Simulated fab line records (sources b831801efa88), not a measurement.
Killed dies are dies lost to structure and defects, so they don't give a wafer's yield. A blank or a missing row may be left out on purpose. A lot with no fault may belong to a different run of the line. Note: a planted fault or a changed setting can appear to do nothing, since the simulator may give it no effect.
Which tool did it? / flow sky130 / 33 wafers from 11 lots sampled at 5 of the route's 708 steps

WHAT THE GAUGES READ, wafer by wafer
SKY_GATE_OXIDE_TW_MEAS_14.
lot=L389; measured=day 14 20:14; on=filmMetro-04; GATE_OXIDE_TW=223.8 221.7 222.6
lot=L391; measured=day 14 17:00; on=filmMetro-04; GATE_OXIDE_TW=222.9 223.3 222.5
lot=L392; measured=day 14 21:02; on=filmMetro-01; GATE_OXIDE_TW=225.2 225.8 224.5
lot=L394; measured=day 15 15:16; on=filmMetro-03; GATE_OXIDE_TW=226.6 226.4 226.7
lot=L395; measured=day 15 22:28; on=filmMetro-03; GATE_OXIDE_TW=227.0 226.5 225.3
lot=L397; measured=day 16 20:00; on=filmMetro-03; GATE_OXIDE_TW=225.2 225.3 225.9
lot=L398; measured=day 16 23:47; on=filmMetro-04; GATE_OXIDE_TW=210.5 208.7 209.5
lot=L399; measured=day 17 13:20; on=filmMetro-03; GATE_OXIDE_TW=225.9 225.0 225.6
lot=L400; measured=day 17 13:46; on=filmMetro-04; GATE_OXIDE_TW=209.4 209.4 209.0
lot=L411; measured=day 21 07:07; on=filmMetro-01; GATE_OXIDE_TW=226.6 228.0 227.4
lot=L412; measured=day 22 04:20; on=filmMetro-04; GATE_OXIDE_TW=218.7 219.8 220.0

EACH LOT AND THE TOOL THAT RAN IT (in order: tool; ch and the chambers of the sampled wafers; start)
lot=L389; SKY_FIELD_ISO_ETCH_17=rieSi-01 ch 0,2,3, day 2 20:44; SKY_PWDE_STRIP_09=plasmaAsher-01 ch 0,1, day 4 12:34; SKY_VT_ADJUST_LVTN_STRIP_09=plasmaAsher-01 ch 0,1, day 7 15:26; SKY_GATE_OXIDE_IMPLANT_11=implanter-01 ch 0, day 14 19:53
lot=L391; SKY_FIELD_ISO_ETCH_17=rieSi-02 ch 0,1,2, day 2 21:05; SKY_PWDE_STRIP_09=plasmaAsher-03 ch 0,1, day 4 13:28; SKY_VT_ADJUST_LVTN_STRIP_09=plasmaAsher-02 ch 0,1, day 7 16:57; SKY_GATE_OXIDE_IMPLANT_11=implanter-01 ch 0, day 14 16:41
lot=L392; SKY_FIELD_ISO_ETCH_17=rieSi-02 ch 0,1,2, day 2 21:57; SKY_PWDE_STRIP_09=plasmaAsher-04 ch 0,1, day 4 13:53; SKY_VT_ADJUST_LVTN_STRIP_09=plasmaAsher-01 ch 0,1, day 7 18:33; SKY_GATE_OXIDE_IMPLANT_11=implanter-04 ch 0, day 14 20:43
lot=L394; SKY_FIELD_ISO_ETCH_17=rieSi-01 ch 0,1,2, day 3 07:47; SKY_PWDE_STRIP_09=plasmaAsher-01 ch 0,1, day 5 03:22; SKY_VT_ADJUST_LVTN_STRIP_09=plasmaAsher-02 ch 0,1, day 8 08:39; SKY_GATE_OXIDE_IMPLANT_11=implanter-03 ch 0, day 15 14:49
lot=L395; SKY_FIELD_ISO_ETCH_17=rieSi-02 ch 1,2, day 3 12:17; SKY_PWDE_STRIP_09=plasmaAsher-04 ch 0,1, day 5 08:39; SKY_VT_ADJUST_LVTN_STRIP_09=plasmaAsher-01 ch 0,1, day 8 16:16; SKY_GATE_OXIDE_IMPLANT_11=implanter-04 ch 0, day 15 22:03
lot=L397; SKY_FIELD_ISO_ETCH_17=rieSi-02 ch 0,2,3, day 4 00:38; SKY_PWDE_STRIP_09=plasmaAsher-03 ch 0,1, day 5 19:43; SKY_VT_ADJUST_LVTN_STRIP_09=plasmaAsher-01 ch 0,1, day 9 05:16; SKY_GATE_OXIDE_IMPLANT_11=implanter-04 ch 0, day 16 19:39
lot=L398; SKY_FIELD_ISO_ETCH_17=rieSi-01 ch 1,2,3, day 4 04:13; SKY_PWDE_STRIP_09=plasmaAsher-01 ch 0,1, day 5 22:19; SKY_VT_ADJUST_LVTN_STRIP_09=plasmaAsher-02 ch 0,1, day 9 06:18; SKY_GATE_OXIDE_IMPLANT_11=implanter-04 ch 0, day 16 23:28
lot=L399; SKY_FIELD_ISO_ETCH_17=rieSi-02 ch 1,2,3, day 4 11:26; SKY_PWDE_STRIP_09=plasmaAsher-04 ch 0,1, day 6 05:56; SKY_VT_ADJUST_LVTN_STRIP_09=plasmaAsher-01 ch 0,1, day 9 16:33; SKY_GATE_OXIDE_IMPLANT_11=implanter-01 ch 0, day 17 13:01
lot=L400; SKY_FIELD_ISO_ETCH_17=rieSi-01 ch 0,1,3, day 4 15:12; SKY_PWDE_STRIP_09=plasmaAsher-01 ch 1, day 6 09:41; SKY_VT_ADJUST_LVTN_STRIP_09=plasmaAsher-01 ch 0,1, day 9 19:43; SKY_GATE_OXIDE_IMPLANT_11=implanter-04 ch 0, day 17 13:26
lot=L411; SKY_FIELD_ISO_ETCH_17=rieSi-02 ch 0,2,3, day 7 00:11; SKY_PWDE_STRIP_09=plasmaAsher-04 ch 0,1, day 8 22:31; SKY_VT_ADJUST_LVTN_STRIP_09=plasmaAsher-02 ch 0,1, day 12 17:29; SKY_GATE_OXIDE_IMPLANT_11=implanter-01 ch 0, day 21 06:45
lot=L412; SKY_FIELD_ISO_ETCH_17=rieSi-01 ch 1,2,3, day 7 07:48; SKY_PWDE_STRIP_09=plasmaAsher-04 ch 0,1, day 9 13:09; SKY_VT_ADJUST_LVTN_STRIP_09=plasmaAsher-04 ch 0,1, day 13 11:14; SKY_GATE_OXIDE_IMPLANT_11=implanter-01 ch 0, day 22 03:58
- SKY_FIELD_ISO_ETCH_17: etches Si in HBr/Cl2/O2, target depth 342 nm, time 101.3 s.
- SKY_PWDE_STRIP_09: strips in O2/N2.
- SKY_VT_ADJUST_LVTN_STRIP_09: strips in O2/N2.
- SKY_GATE_OXIDE_IMPLANT_11

THE ANSWER, worked out from the rows above alone
Rule: usual is defined by the lots themselves. Put in order of their means at a reading, lots are off if they are a third of the lots or fewer, leave a main group of 4 or more, and stand apart from it by a gap of 3 or more times the standard deviation of the main group's means; of several such gaps the widest counts. Not used: any main group whose means are identical at the precision the tables above print for the reading. Also off: a lot with no number at a reading for which 4 or more lots have one. All remaining lots with rows at the step are treated as sound.
Off: at SKY_GATE_OXIDE_TW_MEAS_14 (GATE_OXIDE_TW), L398, L400. For the main group the mean is 224.6 and the standard deviation 2.3.
If a tool, at a process step before that reading, ran all the lots that are off and no sound lot after the first of them, it fits. The gauges at SKY_GATE_OXIDE_TW_MEAS_14 are tried like those tools. This does not decide it: 2 tools fit, namely plasmaAsher-01 at SKY_PWDE_STRIP_09 and implanter-04 at SKY_GATE_OXIDE_IMPLANT_11.

WHAT THE SIMULATOR HAD PUT IN
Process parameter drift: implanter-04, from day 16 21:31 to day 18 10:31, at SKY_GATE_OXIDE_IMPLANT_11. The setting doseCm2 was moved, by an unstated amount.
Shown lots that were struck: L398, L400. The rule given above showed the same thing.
